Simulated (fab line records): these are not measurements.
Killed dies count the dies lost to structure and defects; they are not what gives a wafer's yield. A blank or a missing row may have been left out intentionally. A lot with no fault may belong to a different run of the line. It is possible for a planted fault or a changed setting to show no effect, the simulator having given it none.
The tool behind it: which one?	flow gf180mcu	12 lots, 36 wafers sampled, at 6 steps of a route of 602

WHAT THE GAUGES SHOWED, per wafer
GF_POLY_GATE_CD_MEAS_10: the cd target is 280 nm.
lot	measured	on	cd_nm (nm)
L419	day 9 20:18	cd_sem-02	281.8 280.2 281.0
L420	day 10 05:51	cd_sem-02	278.4 280.1 280.2
L421	day 10 11:50	cd_sem-02	279.8 279.5 280.3
L422	day 10 22:55	cd_sem-02	278.5 278.7 279.0
L424	day 11 17:43	cd_sem-01	281.4 280.1 281.6
L425	day 12 00:17	cd_sem-02	279.0 277.7 278.3
L427	day 12 06:11	cd_sem-01	280.4 280.3 280.6
L434	day 14 09:23	cd_sem-01	280.2 280.5 280.9
L436	day 15 00:11	cd_sem-01	278.7 279.9 278.6
L438	day 15 14:30	cd_sem-01	279.7 279.5 280.7
L439	day 15 21:59	cd_sem-02	279.6 278.9 279.4
L440	day 16 03:09	cd_sem-01	281.3 281.1 279.3

GF_POLY_GATE_CD_MEAS_18.
lot	measured	on	cd_nm (nm)
L419	day 9 22:02	cd_sem-01	283.4 282.0 280.1
L420	day 10 07:35	cd_sem-01	278.3 276.4 277.6
L421	day 10 13:33	cd_sem-01	279.8 278.7 281.6
L422	day 11 00:42	cd_sem-02	280.3 275.7 273.7
L424	day 11 21:31	cd_sem-01	284.0 280.2 278.6
L425	day 12 03:02	cd_sem-02	277.5 274.8 279.9
L427	day 12 09:37	cd_sem-01	280.6 279.0 281.0
L434	day 14 11:07	cd_sem-01	277.1 277.3 281.6
L436	day 15 02:19	cd_sem-01	280.3 279.9 279.3
L438	day 15 19:03	cd_sem-01	276.9 279.9 278.8
L439	day 15 23:43	cd_sem-02	277.2 277.6 277.9
L440	day 16 04:53	cd_sem-02	276.4 278.4 277.6

GF_HV_LDD_CD_MEAS_31: the cd target is 400 nm.
lot	measured	on	cd_nm (nm)
L419	day 12 06:24	cd_sem-02	398.1 399.1 398.1
L420	day 12 17:39	cd_sem-02	401.8 402.4 400.9
L421	day 12 22:40	cd_sem-01	403.5 403.8 399.5
L422	day 13 11:40	cd_sem-01	403.8 402.3 404.0
L424	day 14 08:47	cd_sem-02	398.5 399.1 400.7
L425	day 14 15:26	cd_sem-01	396.0 398.1 398.1
L427	day 15 00:29	cd_sem-01	397.7 394.8 397.6
L434	day 17 06:54	cd_sem-02	- - -
L436	day 17 23:32	cd_sem-02	397.9 399.3 398.1
L438	day 18 18:47	cd_sem-01	399.3 398.1 399.0
L439	day 18 22:50	cd_sem-02	399.4 398.3 399.3
L440	day 19 04:43	cd_sem-01	399.9 399.4 398.7

GF_HV_LDD_TW_MEAS_38.
lot	measured	on	HV_LDD_3_TW
L419	day 12 07:14	film_metro-04	1443 1450 1445
L420	day 12 18:29	film_metro-01	1440 1439 1443
L421	day 12 23:31	film_metro-03	1439 1444 1445
L422	day 13 12:30	film_metro-04	1443 1437 1438
L424	day 14 09:38	film_metro-04	1442 1440 1437
L425	day 14 16:16	film_metro-04	1443 1439 1439
L427	day 15 01:18	film_metro-01	1439 1432 1441
L434	day 17 07:45	film_metro-04	30 30 30
L436	day 18 00:22	film_metro-03	1430 1436 1436
L438	day 18 19:38	film_metro-03	1432 1439 1437
L439	day 18 23:41	film_metro-04	1444 1435 1448
L440	day 19 05:34	film_metro-03	1450 1442 1441

WHAT TOOL EACH LOT RAN ON (gives the tool, then ch and the chambers of the sampled wafers, and finally the start)
lot	GF_POLY_GATE_ETCH_12	GF_HV_LDD_EXPOSE_28
L419	rie_diel-01 ch 0,1,3, day 9 20:26	iline_stepper-02 ch 0, day 11 21:21
L420	rie_diel-02 ch 0,3, day 10 05:59	iline_stepper-02 ch 0, day 12 07:54
L421	rie_diel-03 ch 0,1, day 10 11:59	iline_stepper-01 ch 0, day 12 13:04
L422	rie_diel-01 ch 0,1,2, day 10 23:02	iline_stepper-01 ch 0, day 13 01:16
L424	rie_diel-03 ch 0,1,2, day 11 17:52	iline_stepper-02 ch 0, day 13 22:52
L425	rie_diel-01 ch 1,2,3, day 12 00:22	iline_stepper-02 ch 0, day 14 05:23
L427	rie_diel-02 ch 0,1,2, day 12 06:17	iline_stepper-02 ch 0, day 14 13:36
L434	rie_diel-02 ch 1,2,3, day 14 09:31	iline_stepper-02 ch 0, day 16 19:37
L436	rie_diel-01 ch 0,1,2, day 15 00:17	iline_stepper-02 ch 0, day 17 12:25
L438	rie_diel-03 ch 0,3, day 15 14:38	iline_stepper-02 ch 0, day 18 06:17
L439	rie_diel-02 ch 0,2, day 15 22:07	iline_stepper-02 ch 0, day 18 10:47
L440	rie_diel-03 ch 0,1, day 16 03:17	iline_stepper-02 ch 0, day 18 16:53
- GF_POLY_GATE_ETCH_12: etches BARC in N2/H2.
- GF_HV_LDD_EXPOSE_28: exposes mask Nplus HV AREA, target cd 400 nm.

AS READ BY THE TOOLS THEMSELVES (means over the sampled wafers that have a number; for cases with no such wafer, the mark the record gives instead)
GF_POLY_GATE_ETCH_12.
lot	tool	drypump_motor_current_A (A)	oes_product_au (a.u.)	throttle_valve_pct (%)
L419	rie_diel-01	5.7	0.734	13.210
L420	rie_diel-02	5.7	0.737	13.224
L421	rie_diel-03	5.9	0.733	13.213
L422	rie_diel-01	6.0	0.742	13.216
L424	rie_diel-03	6.1	0.733	13.211
L425	rie_diel-01	6.0	0.736	13.213
L427	rie_diel-02	5.9	0.735	13.224
L434	rie_diel-02	5.6	0.733	13.209
L436	rie_diel-01	6.0	0.736	13.212
L438	rie_diel-03	5.7	0.736	13.209
L439	rie_diel-02	5.4	0.729	13.221
L440	rie_diel-03	5.8	0.735	13.221

GF_HV_LDD_EXPOSE_28.
lot	tool	stage_vel_mm_s (mm/s)
L419	iline_stepper-02	499.88
L420	iline_stepper-02	500.17
L421	iline_stepper-01	499.87
L422	iline_stepper-01	500.12
L424	iline_stepper-02	500.21
L425	iline_stepper-02	499.91
L427	iline_stepper-02	499.89
L434	iline_stepper-02	500.27
L436	iline_stepper-02	500.20
L438	iline_stepper-02	500.07
L439	iline_stepper-02	499.75
L440	iline_stepper-02	499.76

THE ANSWER, worked out from the rows above alone
Rule: the usual values come from the lots themselves. Put in order of their means at a reading, lots are off if they are a third of the lots or fewer, leave a main group of 4 or more, and stand apart from it by a gap of 3 or more times the standard deviation of the main group's means; of several such gaps the widest counts. If all means in a main group match to the digits the tables above print for the reading, that group is not used. A lot without any number at a reading at which 4 lots or more have one is off too. The other lots that the step has rows for count as sound. The gauges are gone through in route order, then the tools' own readings, and for those a lot's mean is taken as printed above. At the first step where some lot is off, the reading lying furthest off is the one used; lots without a number count as furthest.
Off: L434, at GF_HV_LDD_CD_MEAS_31 (cd_nm). Without a number there: L434. Main group: mean 399.5 nm, sd 2.
A tool fits if, at a process step before that reading, it ran every lot that is off, and no sound lot after the first of them. Not tried: the gauges at GF_HV_LDD_CD_MEAS_31; whatever is off there is also off at GF_HV_LDD_TW_MEAS_38, on other tools, and gauge error can't account for it. None of those tried fits.

WHAT THE SIMULATOR HAD PUT IN
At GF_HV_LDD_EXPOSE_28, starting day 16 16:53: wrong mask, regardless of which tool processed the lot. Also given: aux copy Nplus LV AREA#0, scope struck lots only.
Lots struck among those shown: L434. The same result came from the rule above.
